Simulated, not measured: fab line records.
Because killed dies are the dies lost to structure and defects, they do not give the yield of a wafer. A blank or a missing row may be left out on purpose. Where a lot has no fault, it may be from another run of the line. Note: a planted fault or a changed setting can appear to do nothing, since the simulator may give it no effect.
fab line records / flow sky130
record lots=12 wafers=36 last_day=50
route steps=708 shown VIA2@522 VIA3@589 CAP2M@615 METAL5@661
lots that met no fault: from a run of the same line without faults
start_h: the number of hours between the record's first day and the start of the first shown wafer of the lot / wait_h: hours since the lot's step before / " identical to the entry in the row above / L1.1+2: a single row standing in for several wafers / - no value present, or no start provided / * or withheld: withheld / < > ~ a bound
route shown NAME@n: NAME is a module with steps in the file, n the number in the route of the first one / usual: mean and standard deviation over wafers with no fault / same: alike in all rows / chamber/n: place in a boat / sites: each site's reading / _std_site: how widely they spread, as a standard deviation / _edge_site: outer sites' mean less inner sites' / radius_mm: how far each site lies from the wafer's centre / mask NAME#n: copy n / behind: the tool/chamber that last shaped the wafer / hold: why the lot went on hold/how many hours it stayed there/how the hold came to an end / device: whichever transistor did not switch (one of n, p or np) / end of line: tests run on the same wafers once the route is complete / a step with no rows: only its recipe / killed: count of dies lost to structure and defects at first sort (not the wafer's yield) / map: shows each die of a wafer: x if killed, . if not, _ if none is there
set.NAME: the setting the step ran with; set.NAME@STEP: the setting that earlier step ran with / model.NAME: the simulator's own value behind a step, which no gauge read
the route's steps for a sample of lots (tables are steps, rows are wafers)
services: from which hour (start_h, from the record's first day; less than 0 if before it) a tool's chamber was out of use, for how many hours, and why
## steps
# step SKY_VIA2_ETCH_15
# recipe target=SiO2 chemistry=C4F8/O2/Ar target_depth_nm=546 stop_on=TiN mask_material=KrF-thick source_w=1500 bias_w=1200 pressure_mtorr=40 c4f8_flow_sccm=withheld O2_flow_sccm=6 Ar_flow_sccm=300 time_s=84
# usual oes_product_au=0.940/0.0043
lot.wafer=L678.4 tool=rie_diel-03 chamber=0 start_h=861.73 wait_h=0.0 oes_product_au=0.940 rf_hours_counter_h=18
lot.wafer=L678.5 tool=rie_diel-03 chamber=2 start_h=861.73 wait_h=0.0 oes_product_au=0.939 rf_hours_counter_h=-
lot.wafer=L678.6 tool=rie_diel-03 chamber=3 start_h=861.73 wait_h=0.0 oes_product_au=0.947 rf_hours_counter_h=-
lot.wafer=L677.2 tool=rie_diel-04 chamber=3 start_h=866.27 wait_h=0.0 oes_product_au=0.941 rf_hours_counter_h=8
lot.wafer=L677.3 tool=rie_diel-04 chamber=0 start_h=866.27 wait_h=0.0 oes_product_au=0.939 rf_hours_counter_h=16
lot.wafer=L677.4 tool=rie_diel-04 chamber=1 start_h=866.27 wait_h=0.0 oes_product_au=0.939 rf_hours_counter_h=18
lot.wafer=L679.1 tool=rie_diel-03 chamber=0 start_h=875.92 wait_h=0.0 oes_product_au=0.936 rf_hours_counter_h=18
lot.wafer=L679.2 tool=rie_diel-03 chamber=3 start_h=875.92 wait_h=0.0 oes_product_au=0.938 rf_hours_counter_h=10
lot.wafer=L679.4 tool=rie_diel-03 chamber=1 start_h=875.92 wait_h=0.0 oes_product_au=0.939 rf_hours_counter_h=20
lot.wafer=L680.1 tool=rie_diel-01 chamber=3 start_h=880.42 wait_h=0.0 oes_product_au=0.943 rf_hours_counter_h=21
lot.wafer=L680.2 tool=rie_diel-01 chamber=0 start_h=880.42 wait_h=0.0 oes_product_au=0.937 rf_hours_counter_h=10
lot.wafer=L680.5 tool=rie_diel-01 chamber=1 start_h=880.42 wait_h=0.0 oes_product_au=0.935 rf_hours_counter_h=-
lot.wafer=L681.1 tool=rie_diel-04 chamber=0 start_h=887.72 wait_h=0.0 oes_product_au=0.932 rf_hours_counter_h=17
lot.wafer=L681.2 tool=rie_diel-04 chamber=2 start_h=887.72 wait_h=0.0 oes_product_au=0.943 rf_hours_counter_h=5
lot.wafer=L681.3 tool=rie_diel-04 chamber=3 start_h=887.72 wait_h=0.0 oes_product_au=0.940 rf_hours_counter_h=9
lot.wafer=L682.2 tool=rie_diel-04 chamber=2 start_h=889.62 wait_h=0.0 oes_product_au=0.937 rf_hours_counter_h=5
lot.wafer=L682.3 tool=rie_diel-04 chamber=3 start_h=889.62 wait_h=0.0 oes_product_au=0.939 rf_hours_counter_h=9
lot.wafer=L682.6 tool=rie_diel-04 chamber=2 start_h=889.62 wait_h=0.0 oes_product_au=0.939 rf_hours_counter_h=-
lot.wafer=L688.1 tool=rie_diel-04 chamber=3 start_h=933.92 wait_h=0.0 oes_product_au=0.939 rf_hours_counter_h=10
lot.wafer=L688.2 tool=rie_diel-04 chamber=2 start_h=933.92 wait_h=0.0 oes_product_au=0.935 rf_hours_counter_h=6
lot.wafer=L688.5 tool=rie_diel-04 chamber=3 start_h=933.92 wait_h=0.0 oes_product_au=0.941 rf_hours_counter_h=-
lot.wafer=L690.3 tool=rie_diel-04 chamber=2 start_h=945.92 wait_h=0.0 oes_product_au=0.940 rf_hours_counter_h=7
lot.wafer=L690.4 tool=rie_diel-04 chamber=0 start_h=945.92 wait_h=0.0 oes_product_au=0.940 rf_hours_counter_h=18
lot.wafer=L690.6 tool=rie_diel-04 chamber=1 start_h=945.92 wait_h=0.0 oes_product_au=0.945 rf_hours_counter_h=-
lot.wafer=L694.1 tool=rie_diel-03 chamber=3 start_h=977.93 wait_h=0.0 oes_product_au=0.939 rf_hours_counter_h=13
lot.wafer=L694.4 tool=rie_diel-03 chamber=2 start_h=977.93 wait_h=0.0 oes_product_au=0.942 rf_hours_counter_h=9
lot.wafer=L694.5 tool=rie_diel-03 chamber=0 start_h=977.93 wait_h=0.0 oes_product_au=0.941 rf_hours_counter_h=-
lot.wafer=L696.1 tool=rie_diel-04 chamber=0 start_h=982.12 wait_h=0.0 oes_product_au=0.933 rf_hours_counter_h=19
lot.wafer=L696.4 tool=rie_diel-04 chamber=1 start_h=982.12 wait_h=0.0 oes_product_au=0.934 rf_hours_counter_h=22
lot.wafer=L696.6 tool=rie_diel-04 chamber=1 start_h=982.12 wait_h=0.0 oes_product_au=0.941 rf_hours_counter_h=-
lot.wafer=L697.1 tool=rie_diel-03 chamber=0 start_h=989.47 wait_h=0.0 oes_product_au=0.936 rf_hours_counter_h=21
lot.wafer=L697.3 tool=rie_diel-03 chamber=3 start_h=989.47 wait_h=0.0 oes_product_au=0.947 rf_hours_counter_h=13
lot.wafer=L697.4 tool=rie_diel-03 chamber=1 start_h=989.47 wait_h=0.0 oes_product_au=0.940 rf_hours_counter_h=23
lot.wafer=L698.1 tool=rie_diel-03 chamber=1 start_h=1004.03 wait_h=0.0 oes_product_au=0.939 rf_hours_counter_h=23
lot.wafer=L698.3 tool=rie_diel-03 chamber=2 start_h=1004.03 wait_h=0.0 oes_product_au=0.941 rf_hours_counter_h=10
lot.wafer=L698.6 tool=rie_diel-03 chamber=0 start_h=1004.03 wait_h=0.0 oes_product_au=0.935 rf_hours_counter_h=-
# step SKY_VIA3_STRIP_16
# recipe chemistry=O2/N2 power_w=1400 pressure_mtorr=1500 platen_temp_c=withheld o2_flow_sccm=3000 n2_flow_sccm=300 overash_fraction=0.5
# usual drypump_motor_current_A=5.65/0.17 oes_product_au=0.402/0.0042 strip_time_to_endpoint_s=4.130/0.02
lot.wafer=L678.4 tool=plasma_asher-03 chamber=0 start_h=941.66 wait_h=0.0 drypump_motor_current_A=5.88 oes_product_au=0.407 rf_hours_counter_h=- strip_time_to_endpoint_s=4.114
lot.wafer=L678.5 tool=plasma_asher-03 chamber=0 start_h=941.66 wait_h=0.0 drypump_motor_current_A=5.81 oes_product_au=0.400 rf_hours_counter_h=- strip_time_to_endpoint_s=4.102
lot.wafer=L678.6 tool=plasma_asher-03 chamber=1 start_h=941.66 wait_h=0.0 drypump_motor_current_A=5.36 oes_product_au=0.403 rf_hours_counter_h=- strip_time_to_endpoint_s=4.100
lot.wafer=L677.2 tool=plasma_asher-01 chamber=0 start_h=945.33 wait_h=0.0 drypump_motor_current_A=5.49 oes_product_au=0.397 rf_hours_counter_h=51 strip_time_to_endpoint_s=4.127
lot.wafer=L677.3 tool=plasma_asher-01 chamber=1 start_h=945.33 wait_h=0.0 drypump_motor_current_A=5.74 oes_product_au=0.401 rf_hours_counter_h=- strip_time_to_endpoint_s=4.105
lot.wafer=L677.4 tool=plasma_asher-01 chamber=0 start_h=945.33 wait_h=0.0 drypump_motor_current_A=5.49 oes_product_au=0.403 rf_hours_counter_h=- strip_time_to_endpoint_s=4.096
lot.wafer=L679.1 tool=plasma_asher-01 chamber=1 start_h=955.03 wait_h=0.0 drypump_motor_current_A=5.74 oes_product_au=0.403 rf_hours_counter_h=52 strip_time_to_endpoint_s=4.134
lot.wafer=L679.2 tool=plasma_asher-01 chamber=0 start_h=955.03 wait_h=0.0 drypump_motor_current_A=5.49 oes_product_au=0.402 rf_hours_counter_h=52 strip_time_to_endpoint_s=4.128
lot.wafer=L679.4 tool=plasma_asher-01 chamber=0 start_h=955.03 wait_h=0.0 drypump_motor_current_A=5.51 oes_product_au=0.399 rf_hours_counter_h=- strip_time_to_endpoint_s=4.118
lot.wafer=L680.1 tool=plasma_asher-02 chamber=0 start_h=959.28 wait_h=0.0 drypump_motor_current_A=5.63 oes_product_au=0.406 rf_hours_counter_h=81 strip_time_to_endpoint_s=4.124
lot.wafer=L680.2 tool=plasma_asher-02 chamber=1 start_h=959.28 wait_h=0.0 drypump_motor_current_A=5.86 oes_product_au=0.400 rf_hours_counter_h=81 strip_time_to_endpoint_s=4.148
lot.wafer=L680.5 tool=plasma_asher-02 chamber=0 start_h=959.28 wait_h=0.0 drypump_motor_current_A=5.61 oes_product_au=0.411 rf_hours_counter_h=- strip_time_to_endpoint_s=4.107
lot.wafer=L681.1 tool=plasma_asher-03 chamber=1 start_h=966.03 wait_h=0.0 drypump_motor_current_A=5.40 oes_product_au=0.405 rf_hours_counter_h=21 strip_time_to_endpoint_s=4.114
lot.wafer=L681.2 tool=plasma_asher-03 chamber=0 start_h=966.03 wait_h=0.0 drypump_motor_current_A=5.87 oes_product_au=0.402 rf_hours_counter_h=21 strip_time_to_endpoint_s=4.130
lot.wafer=L681.3 tool=plasma_asher-03 chamber=0 start_h=966.03 wait_h=0.0 drypump_motor_current_A=5.89 oes_product_au=0.396 rf_hours_counter_h=- strip_time_to_endpoint_s=4.094
lot.wafer=L682.2 tool=plasma_asher-01 chamber=1 start_h=967.73 wait_h=0.0 drypump_motor_current_A=5.77 oes_product_au=0.407 rf_hours_counter_h=54 strip_time_to_endpoint_s=4.147
lot.wafer=L682.3 tool=plasma_asher-01 chamber=0 start_h=967.73 wait_h=0.0 drypump_motor_current_A=5.51 oes_product_au=0.404 rf_hours_counter_h=- strip_time_to_endpoint_s=4.146
lot.wafer=L682.6 tool=plasma_asher-01 chamber=1 start_h=967.73 wait_h=0.0 drypump_motor_current_A=5.75 oes_product_au=0.406 rf_hours_counter_h=- strip_time_to_endpoint_s=4.138
lot.wafer=L688.1 tool=plasma_asher-03 chamber=1 start_h=1009.63 wait_h=0.0 drypump_motor_current_A=5.37 oes_product_au=0.403 rf_hours_counter_h=25 strip_time_to_endpoint_s=4.142
lot.wafer=L688.2 tool=plasma_asher-03 chamber=0 start_h=1009.63 wait_h=0.0 drypump_motor_current_A=5.85 oes_product_au=0.400 rf_hours_counter_h=25 strip_time_to_endpoint_s=4.149
lot.wafer=L688.5 tool=plasma_asher-03 chamber=0 start_h=1009.63 wait_h=0.0 drypump_motor_current_A=5.81 oes_product_au=0.406 rf_hours_counter_h=- strip_time_to_endpoint_s=4.145
lot.wafer=L690.3 tool=plasma_asher-02 chamber=0 start_h=1021.11 wait_h=0.1 drypump_motor_current_A=5.61 oes_product_au=0.408 rf_hours_counter_h=- strip_time_to_endpoint_s=4.149
lot.wafer=L690.4 tool=plasma_asher-02 chamber=1 start_h=1021.11 wait_h=0.1 drypump_motor_current_A=5.85 oes_product_au=0.396 rf_hours_counter_h=- strip_time_to_endpoint_s=4.127
lot.wafer=L690.6 tool=plasma_asher-02 chamber=1 start_h=1021.11 wait_h=0.1 drypump_motor_current_A=5.87 oes_product_au=0.401 rf_hours_counter_h=- strip_time_to_endpoint_s=4.151
lot.wafer=L694.1 tool=plasma_asher-03 chamber=1 start_h=1051.03 wait_h=0.0 drypump_motor_current_A=5.41 oes_product_au=0.399 rf_hours_counter_h=29 strip_time_to_endpoint_s=4.099
lot.wafer=L694.4 tool=plasma_asher-03 chamber=0 start_h=1051.03 wait_h=0.0 drypump_motor_current_A=5.85 oes_product_au=0.399 rf_hours_counter_h=- strip_time_to_endpoint_s=4.111
lot.wafer=L694.5 tool=plasma_asher-03 chamber=1 start_h=1051.03 wait_h=0.0 drypump_motor_current_A=5.41 oes_product_au=0.402 rf_hours_counter_h=- strip_time_to_endpoint_s=4.112
lot.wafer=L696.1 tool=plasma_asher-03 chamber=0 start_h=1054.98 wait_h=0.0 drypump_motor_current_A=5.82 oes_product_au=0.396 rf_hours_counter_h=30 strip_time_to_endpoint_s=4.118
lot.wafer=L696.4 tool=plasma_asher-03 chamber=1 start_h=1054.98 wait_h=0.0 drypump_motor_current_A=5.37 oes_product_au=0.403 rf_hours_counter_h=- strip_time_to_endpoint_s=4.135
lot.wafer=L696.6 tool=plasma_asher-03 chamber=0 start_h=1054.98 wait_h=0.0 drypump_motor_current_A=5.91 oes_product_au=0.409 rf_hours_counter_h=- strip_time_to_endpoint_s=4.121
lot.wafer=L697.1 tool=plasma_asher-01 chamber=1 start_h=1061.63 wait_h=0.0 drypump_motor_current_A=5.74 oes_product_au=0.398 rf_hours_counter_h=63 strip_time_to_endpoint_s=4.149
lot.wafer=L697.3 tool=plasma_asher-01 chamber=1 start_h=1061.63 wait_h=0.0 drypump_motor_current_A=5.73 oes_product_au=0.406 rf_hours_counter_h=- strip_time_to_endpoint_s=4.172
lot.wafer=L697.4 tool=plasma_asher-01 chamber=0 start_h=1061.63 wait_h=0.0 drypump_motor_current_A=5.50 oes_product_au=0.401 rf_hours_counter_h=- strip_time_to_endpoint_s=4.134
lot.wafer=L698.1 tool=plasma_asher-01 chamber=1 start_h=1075.48 wait_h=0.0 drypump_motor_current_A=5.76 oes_product_au=0.402 rf_hours_counter_h=65 strip_time_to_endpoint_s=4.121
lot.wafer=L698.3 tool=plasma_asher-01 chamber=1 start_h=1075.48 wait_h=0.0 drypump_motor_current_A=5.72 oes_product_au=0.408 rf_hours_counter_h=- strip_time_to_endpoint_s=4.091
lot.wafer=L698.6 tool=plasma_asher-01 chamber=0 start_h=1075.48 wait_h=0.0 drypump_motor_current_A=5.48 oes_product_au=0.403 rf_hours_counter_h=- strip_time_to_endpoint_s=4.136
# step SKY_CAP2M_OVL_MEAS_12
# usual CAP2M_OVL=0.2/1.3
lot.wafer=L678.4 tool=overlay-01 chamber=- start_h=967.20 wait_h=0.1 CAP2M_OVL[nm]=-1.3
lot.wafer=L678.5 tool=overlay-01 chamber=- start_h=967.20 wait_h=0.1 CAP2M_OVL[nm]=0.8
lot.wafer=L678.6 tool=overlay-01 chamber=- start_h=967.20 wait_h=0.1 CAP2M_OVL[nm]=-1.8
lot.wafer=L677.2 tool=overlay-02 chamber=- start_h=970.93 wait_h=0.1 CAP2M_OVL[nm]=0.9
lot.wafer=L677.3 tool=overlay-02 chamber=- start_h=970.93 wait_h=0.1 CAP2M_OVL[nm]=1.8
lot.wafer=L677.4 tool=overlay-02 chamber=- start_h=970.93 wait_h=0.1 CAP2M_OVL[nm]=0.0
lot.wafer=L679.1 tool=overlay-01 chamber=- start_h=980.17 wait_h=0.1 CAP2M_OVL[nm]=0.2
lot.wafer=L679.2 tool=overlay-01 chamber=- start_h=980.17 wait_h=0.1 CAP2M_OVL[nm]=-0.1
lot.wafer=L679.4 tool=overlay-01 chamber=- start_h=980.17 wait_h=0.1 CAP2M_OVL[nm]=-0.1
lot.wafer=L680.1 tool=overlay-02 chamber=- start_h=985.12 wait_h=0.1 CAP2M_OVL[nm]=0.6
lot.wafer=L680.2 tool=overlay-02 chamber=- start_h=985.12 wait_h=0.1 CAP2M_OVL[nm]=1.4
lot.wafer=L680.5 tool=overlay-02 chamber=- start_h=985.12 wait_h=0.1 CAP2M_OVL[nm]=1.3
lot.wafer=L681.1 tool=overlay-01 chamber=- start_h=991.13 wait_h=0.1 CAP2M_OVL[nm]=-1.0
lot.wafer=L681.2 tool=overlay-01 chamber=- start_h=991.13 wait_h=0.1 CAP2M_OVL[nm]=0.5
lot.wafer=L681.3 tool=overlay-01 chamber=- start_h=991.13 wait_h=0.1 CAP2M_OVL[nm]=1.1
lot.wafer=L682.2 tool=overlay-01 chamber=- start_h=993.33 wait_h=0.1 CAP2M_OVL[nm]=-2.6
lot.wafer=L682.3 tool=overlay-01 chamber=- start_h=993.33 wait_h=0.1 CAP2M_OVL[nm]=-0.8
lot.wafer=L682.6 tool=overlay-01 chamber=- start_h=993.33 wait_h=0.1 CAP2M_OVL[nm]=-0.3
lot.wafer=L688.1 tool=overlay-01 chamber=- start_h=1034.13 wait_h=0.1 CAP2M_OVL[nm]=0.5
lot.wafer=L688.2 tool=overlay-01 chamber=- start_h=1034.13 wait_h=0.1 CAP2M_OVL[nm]=0.7
lot.wafer=L688.5 tool=overlay-01 chamber=- start_h=1034.13 wait_h=0.1 CAP2M_OVL[nm]=-0.7
lot.wafer=L690.3 tool=overlay-02 chamber=- start_h=1044.70 wait_h=0.1 CAP2M_OVL[nm]=-0.3
lot.wafer=L690.4 tool=overlay-02 chamber=- start_h=1044.70 wait_h=0.1 CAP2M_OVL[nm]=-1.0
lot.wafer=L690.6 tool=overlay-02 chamber=- start_h=1044.70 wait_h=0.1 CAP2M_OVL[nm]=0.0
lot.wafer=L694.1 tool=overlay-01 chamber=- start_h=1073.72 wait_h=0.1 CAP2M_OVL[nm]=0.1
lot.wafer=L694.4 tool=overlay-01 chamber=- start_h=1073.72 wait_h=0.1 CAP2M_OVL[nm]=1.2
lot.wafer=L694.5 tool=overlay-01 chamber=- start_h=1073.72 wait_h=0.1 CAP2M_OVL[nm]=0.4
lot.wafer=L696.1 tool=overlay-02 chamber=- start_h=1078.12 wait_h=0.1 CAP2M_OVL[nm]=-0.7
lot.wafer=L696.4 tool=overlay-02 chamber=- start_h=1078.12 wait_h=0.1 CAP2M_OVL[nm]=-0.4
lot.wafer=L696.6 tool=overlay-02 chamber=- start_h=1078.12 wait_h=0.1 CAP2M_OVL[nm]=1.0
lot.wafer=L697.1 tool=overlay-02 chamber=- start_h=1085.08 wait_h=0.1 CAP2M_OVL[nm]=1.4
lot.wafer=L697.3 tool=overlay-02 chamber=- start_h=1085.08 wait_h=0.1 CAP2M_OVL[nm]=-0.9
lot.wafer=L697.4 tool=overlay-02 chamber=- start_h=1085.08 wait_h=0.1 CAP2M_OVL[nm]=-0.9
lot.wafer=L698.1 tool=overlay-02 chamber=- start_h=1098.17 wait_h=0.1 CAP2M_OVL[nm]=-1.7
lot.wafer=L698.3 tool=overlay-02 chamber=- start_h=1098.17 wait_h=0.1 CAP2M_OVL[nm]=0.1
lot.wafer=L698.6 tool=overlay-02 chamber=- start_h=1098.17 wait_h=0.1 CAP2M_OVL[nm]=-0.2
# step SKY_METAL5_SPUTTER_00
# recipe material=Ti target_thk_nm=15 power_w=3000 time_s=10 chamber_pressure_pa=0.4
# usual cathode_dc_power_W=3000.1/0.52 throttle_valve_pct=30.1/0.68
lot.wafer=L678.4 tool=pvd_sputter-03 chamber=- start_h=1018.05 wait_h=0.2 cathode_dc_power_W=3001.2 throttle_valve_pct=31.3
lot.wafer=L678.5 tool=pvd_sputter-03 chamber=- start_h=1018.05 wait_h=0.2 cathode_dc_power_W=3000.2 throttle_valve_pct=30.8
lot.wafer=L678.6 tool=pvd_sputter-03 chamber=- start_h=1018.05 wait_h=0.2 cathode_dc_power_W=2999.6 throttle_valve_pct=30.1
lot.wafer=L677.2 tool=pvd_sputter-02 chamber=- start_h=1021.26 wait_h=0.1 cathode_dc_power_W=2999.9 throttle_valve_pct=29.8
lot.wafer=L677.3 tool=pvd_sputter-02 chamber=- start_h=1021.26 wait_h=0.1 cathode_dc_power_W=2999.4 throttle_valve_pct=31.4
lot.wafer=L677.4 tool=pvd_sputter-02 chamber=- start_h=1021.26 wait_h=0.1 cathode_dc_power_W=2999.8 throttle_valve_pct=29.3
lot.wafer=L679.1 tool=pvd_sputter-02 chamber=- start_h=1029.28 wait_h=0.2 cathode_dc_power_W=3001.0 throttle_valve_pct=29.3
lot.wafer=L679.2 tool=pvd_sputter-02 chamber=- start_h=1029.28 wait_h=0.2 cathode_dc_power_W=3000.9 throttle_valve_pct=29.4
lot.wafer=L679.4 tool=pvd_sputter-02 chamber=- start_h=1029.28 wait_h=0.2 cathode_dc_power_W=3001.6 throttle_valve_pct=29.9
lot.wafer=L680.1 tool=pvd_sputter-03 chamber=- start_h=1034.67 wait_h=0.1 cathode_dc_power_W=2999.9 throttle_valve_pct=29.9
lot.wafer=L680.2 tool=pvd_sputter-03 chamber=- start_h=1034.67 wait_h=0.1 cathode_dc_power_W=3000.5 throttle_valve_pct=30.4
lot.wafer=L680.5 tool=pvd_sputter-03 chamber=- start_h=1034.67 wait_h=0.1 cathode_dc_power_W=3000.7 throttle_valve_pct=30.9
lot.wafer=L681.1 tool=pvd_sputter-03 chamber=- start_h=1040.53 wait_h=0.2 cathode_dc_power_W=3000.0 throttle_valve_pct=31.1
lot.wafer=L681.2 tool=pvd_sputter-03 chamber=- start_h=1040.53 wait_h=0.2 cathode_dc_power_W=2999.8 throttle_valve_pct=30.1
lot.wafer=L681.3 tool=pvd_sputter-03 chamber=- start_h=1040.53 wait_h=0.2 cathode_dc_power_W=3000.7 throttle_valve_pct=29.6
lot.wafer=L682.2 tool=pvd_sputter-02 chamber=- start_h=1044.15 wait_h=0.1 cathode_dc_power_W=2998.6 throttle_valve_pct=31.5
lot.wafer=L682.3 tool=pvd_sputter-02 chamber=- start_h=1044.15 wait_h=0.1 cathode_dc_power_W=2999.4 throttle_valve_pct=29.9
lot.wafer=L682.6 tool=pvd_sputter-02 chamber=- start_h=1044.15 wait_h=0.1 cathode_dc_power_W=2999.6 throttle_valve_pct=29.7
lot.wafer=L688.1 tool=pvd_sputter-03 chamber=- start_h=1081.60 wait_h=0.1 cathode_dc_power_W=2723.1 throttle_valve_pct=29.6
lot.wafer=L688.2 tool=pvd_sputter-03 chamber=- start_h=1081.60 wait_h=0.1 cathode_dc_power_W=2723.3 throttle_valve_pct=30.8
lot.wafer=L688.5 tool=pvd_sputter-03 chamber=- start_h=1081.60 wait_h=0.1 cathode_dc_power_W=2723.2 throttle_valve_pct=29.9
lot.wafer=L690.3 tool=pvd_sputter-03 chamber=- start_h=1090.71 wait_h=0.2 cathode_dc_power_W=2724.2 throttle_valve_pct=30.4
lot.wafer=L690.4 tool=pvd_sputter-03 chamber=- start_h=1090.71 wait_h=0.2 cathode_dc_power_W=2723.5 throttle_valve_pct=30.2
lot.wafer=L690.6 tool=pvd_sputter-03 chamber=- start_h=1090.71 wait_h=0.2 cathode_dc_power_W=2724.5 throttle_valve_pct=29.6
lot.wafer=L694.1 tool=pvd_sputter-01 chamber=- start_h=1118.57 wait_h=0.1 cathode_dc_power_W=3000.8 throttle_valve_pct=30.1
lot.wafer=L694.4 tool=pvd_sputter-01 chamber=- start_h=1118.57 wait_h=0.1 cathode_dc_power_W=3000.5 throttle_valve_pct=29.9
lot.wafer=L694.5 tool=pvd_sputter-01 chamber=- start_h=1118.57 wait_h=0.1 cathode_dc_power_W=2999.5 throttle_valve_pct=30.8
lot.wafer=L696.1 tool=pvd_sputter-02 chamber=- start_h=1123.13 wait_h=0.2 cathode_dc_power_W=2999.4 throttle_valve_pct=31.4
lot.wafer=L696.4 tool=pvd_sputter-02 chamber=- start_h=1123.13 wait_h=0.2 cathode_dc_power_W=3000.2 throttle_valve_pct=29.4
lot.wafer=L696.6 tool=pvd_sputter-02 chamber=- start_h=1123.13 wait_h=0.2 cathode_dc_power_W=2999.8 throttle_valve_pct=29.3
lot.wafer=L697.1 tool=pvd_sputter-02 chamber=- start_h=1129.00 wait_h=0.2 cathode_dc_power_W=3000.2 throttle_valve_pct=29.1
lot.wafer=L697.3 tool=pvd_sputter-02 chamber=- start_h=1129.00 wait_h=0.2 cathode_dc_power_W=2999.8 throttle_valve_pct=29.7
lot.wafer=L697.4 tool=pvd_sputter-02 chamber=- start_h=1129.00 wait_h=0.2 cathode_dc_power_W=3001.1 throttle_valve_pct=29.3
lot.wafer=L698.1 tool=pvd_sputter-02 chamber=- start_h=1140.72 wait_h=0.2 cathode_dc_power_W=3000.0 throttle_valve_pct=29.3
lot.wafer=L698.3 tool=pvd_sputter-02 chamber=- start_h=1140.72 wait_h=0.2 cathode_dc_power_W=2999.8 throttle_valve_pct=29.4
lot.wafer=L698.6 tool=pvd_sputter-02 chamber=- start_h=1140.72 wait_h=0.2 cathode_dc_power_W=3000.3 throttle_valve_pct=31.5
## services
tool=plasma_asher-02 chamber=- start_h=840.58 hours=9.4 kind=pm
tool=pvd_sputter-03 chamber=- start_h=858.00 hours=2.0 kind=repair
tool=rie_diel-01 chamber=2 start_h=879.06 hours=41.8 kind=repair
tool=rie_diel-03 chamber=3 start_h=879.25 hours=3.4 kind=repair
tool=rie_diel-03 chamber=- start_h=893.42 hours=2.8 kind=pm
tool=pvd_sputter-03 chamber=- start_h=911.76 hours=4.0 kind=repair
tool=rie_diel-01 chamber=3 start_h=918.33 hours=4.6 kind=repair
tool=plasma_asher-01 chamber=- start_h=919.90 hours=4.3 kind=pm
tool=rie_diel-01 chamber=2 start_h=940.84 hours=7.3 kind=repair
tool=plasma_asher-03 chamber=- start_h=949.05 hours=14.6 kind=pm
tool=pvd_sputter-01 chamber=- start_h=953.55 hours=0.6 kind=repair
tool=rie_diel-01 chamber=1 start_h=969.33 hours=19.9 kind=repair
tool=plasma_asher-02 chamber=- start_h=1001.02 hours=6.4 kind=repair
tool=rie_diel-03 chamber=3 start_h=1003.14 hours=3.2 kind=repair
tool=rie_diel-01 chamber=- start_h=1028.10 hours=4.2 kind=repair
tool=pvd_sputter-01 chamber=- start_h=1046.20 hours=4.0 kind=repair
tool=pvd_sputter-02 chamber=- start_h=1054.42 hours=3.2 kind=repair
tool=rie_diel-04 chamber=3 start_h=1062.01 hours=1.8 kind=repair
tool=rie_diel-04 chamber=3 start_h=1066.56 hours=6.9 kind=repair
tool=plasma_asher-02 chamber=- start_h=1081.60 hours=10.9 kind=repair
tool=plasma_asher-02 chamber=- start_h=1094.85 hours=2.6 kind=repair
tool=pvd_sputter-02 chamber=- start_h=1111.53 hours=1.7 kind=repair
tool=rie_diel-03 chamber=2 start_h=1115.20 hours=13.1 kind=repair
tool=plasma_asher-01 chamber=- start_h=1132.28 hours=2.8 kind=pm
## key
first_sign step=SKY_METAL5_SPUTTER_00 reading=cathode_dc_power_W direction=down sigmas=99+ usual=3000.1 struck=2723.6
effect none on later readings
met_at SKY_METAL5_SPUTTER_00
struck_lots L688,L690
not_acting_at SKY_VIA2_ETCH_15,SKY_VIA3_STRIP_16,SKY_CAP2M_OVL_MEAS_12
onset_between 1040.53 1081.60
fault kind=process_parameter_drift tool=pvd_sputter-03 chamber=- onset_h=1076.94 steps=SKY_METAL5_SPUTTER_00 channel=power_w offset=* shape=step end_h=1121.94 acts_in=* stated=*
